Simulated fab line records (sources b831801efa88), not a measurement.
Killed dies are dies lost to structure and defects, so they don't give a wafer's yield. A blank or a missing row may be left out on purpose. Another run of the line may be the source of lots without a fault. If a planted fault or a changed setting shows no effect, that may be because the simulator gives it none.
A struck lot beside a sound one -- flow sky130 -- 15 out of 708 route steps
Sound: these wafers, L105.2, L105.4, L105.6. Wafers L118.2, L118.3, L118.4 were the ones struck. The cause is given at the end.
For every step that has rows: the tool of each side, followed by ch and its chambers, followed by its first start. Under that, the readings that differ: sound wafers -- struck wafers -- difference of the means -- sigmas: that difference in standard deviations of wafers without a fault.
alike: readings with means less than 2 such deviations apart, plus words and numbers identical on both sides. not compared: withheld readings, readings lacking a value on some wafer, bounds such as >300 that could conceal the same value, and numbers that have no deviation in the record and whose values overlap.
The two part at a step that has a row with sigmas, a row that says differs or no value, or rows on one side only. Non-overlapping numbers with no deviation appear without sigmas and do not part them. A reading missing from all wafers of one side parts the sides only when that side holds two or more wafers.

first, 7 steps without rows for these wafers: SKY_LDD_N_DEHYDRATE_00 (time 60 s); SKY_LDD_N_HMDS_01 (prime time 60 s); SKY_LDD_N_COAT_02 (resist thk 300 nm); SKY_LDD_N_SOFTBAKE_03 (time 60 s); SKY_LDD_N_EXPOSE_04 (exposes mask NTM, target cd 840 nm); SKY_LDD_N_PEB_05; SKY_LDD_N_DEVELOP_06 (develop time 60 s).
SKY_LDD_N_OVL_MEAS_07:
  sound: overlay-02 at day 20 05:49; struck: overlay-02 at day 24 07:01
  alike: LDD_N_OVL
then, 4 steps without rows for these wafers: SKY_LDD_N_IMPLANT_08; SKY_LDD_N_IMPLANT_09; SKY_LDD_N_IMPLANT_10; SKY_LDD_N_IMPLANT_11.
SKY_LDD_N_IMPLANT_12:
  sound on implanter-01 ch 0, day 20 06:28; struck on implanter-01 ch 0, day 24 07:40
reading,sound,struck,difference,sigmas
tilt-deg (degrees),30.015 30.013 30.014,-0.023 -0.019 0.006,-30.026,-99 or more
  alike: beam-energy-keV, beam-on-s
next, for these wafers, 1 step has no rows: SKY_LDD_N_IMPLANT_13.
-- record jumps: 26 days separate the struck wafers' starts on either side; left off in module LDD_N, taken up again in module PAD_OPEN, whose first shown step is the route's number 708 --
SKY_PAD_OPEN_PROBE_99:
  sound: prober-01 at day 47 11:05; struck: prober-02 at day 50 03:18
reading,sound,struck,difference,sigmas
killed-at-front-end,8 13 10,23 14 24,+10,+2
model.etest.nfet_01v8_lvt.vt-sat-v (V),0.5394 0.5322 0.5415,0.4803 0.4927 0.4886,-0.0505,
model.etest.nfet_01v8.vt-sat-v (V),0.6496 0.6506 0.6531,0.6015 0.6068 0.6077,-0.0458,
model.etest.sram-nfet-pass.vt-sat-v (V),0.5582 0.5874 0.5527,0.5486 0.5113 0.5388,-0.0332,
model.etest.nfet_01v8_swapped.vt-sat-v (V),0.6479 0.6499 0.6524,0.6556 0.6627 0.661,+0.0097,
  alike: killed_at_M0_to_M3, killed_at_M4_up, killed-at-contacts, killed-at-other, killed-dies, killed-open, killed-short

WHERE THEY PART
At SKY_LDD_N_IMPLANT_12 first; at SKY_PAD_OPEN_PROBE_99 last (within this record only).

WHY: what the simulator had put in
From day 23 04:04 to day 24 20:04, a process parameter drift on implanter-01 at SKY_LDD_N_IMPLANT_12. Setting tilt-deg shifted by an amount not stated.
